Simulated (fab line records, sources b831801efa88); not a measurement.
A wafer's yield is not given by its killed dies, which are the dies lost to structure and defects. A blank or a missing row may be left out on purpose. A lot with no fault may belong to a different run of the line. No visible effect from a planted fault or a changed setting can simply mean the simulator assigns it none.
Matching of chambers ; flow sky130 ; 4 sister chambers for SKY_PASSIVATION_ETCH_11 on rie diel-04
The step etches the open film in CF4/O2, stops on AlCu, target depth 725 nm, time 161.1 s. 8 wafers are shown with their chamber, then 12 later ones without.

EACH WAFER AND ITS CHAMBER
wafer;chamber;drypump motor current A (A);oes product au (a.u.)
L088.4;0;4.8;0.991
L088.5;2;5.8;0.993
L087.1;1;5.5;0.976
L087.3;2;5.9;0.978
L087.5;3;5.3;0.980
L090.1;0;4.8;0.977
L090.2;3;5.3;0.970
L090.5;1;5.5;0.990

WAFERS WHOSE CHAMBER IS MISSING
wafer;drypump motor current A (A);oes product au (a.u.)
L092.1;5.9;0.972
L092.3;5.5;0.972
L092.6;5.3;0.975
L093.2;4.8;0.973
L093.5;4.8;0.981
L093.6;5.5;0.992
L095.1;5.5;0.967
L095.4;4.8;0.978
L095.6;4.8;0.978
L097.1;5.5;0.974
L097.2;4.8;0.964
L097.3;5.3;0.976

CHAMBER TAKEN BY EACH
wafer;from the rows above;in truth
L092.1;2;2
L092.3;1;1
L092.6;3;3
L093.2;0;0
L093.5;0;0
L093.6;1;1
L095.1;1;1
L095.4;0;0
L095.6;0;0
L097.1;1;1
L097.2;0;0
L097.3;3;3
Correct placement for 12 of the 12. Number that these rows cannot place: 0. Placed wrongly: 0.
How it was worked out, from the rows above alone: a wafer's distance from a chamber is the root of the sum, over the readings, of the square of ((its reading less the chamber's mean) divided by the reading's scatter). The wafer belongs to the nearest chamber; if the next one is less than 2 further off, it can't be placed. A chamber's mean is the mean of its shown wafers. The scatter: take each reading less its chamber's mean, square it, sum over the shown wafers, divide by the number of wafers less the number of chambers, and take the root.
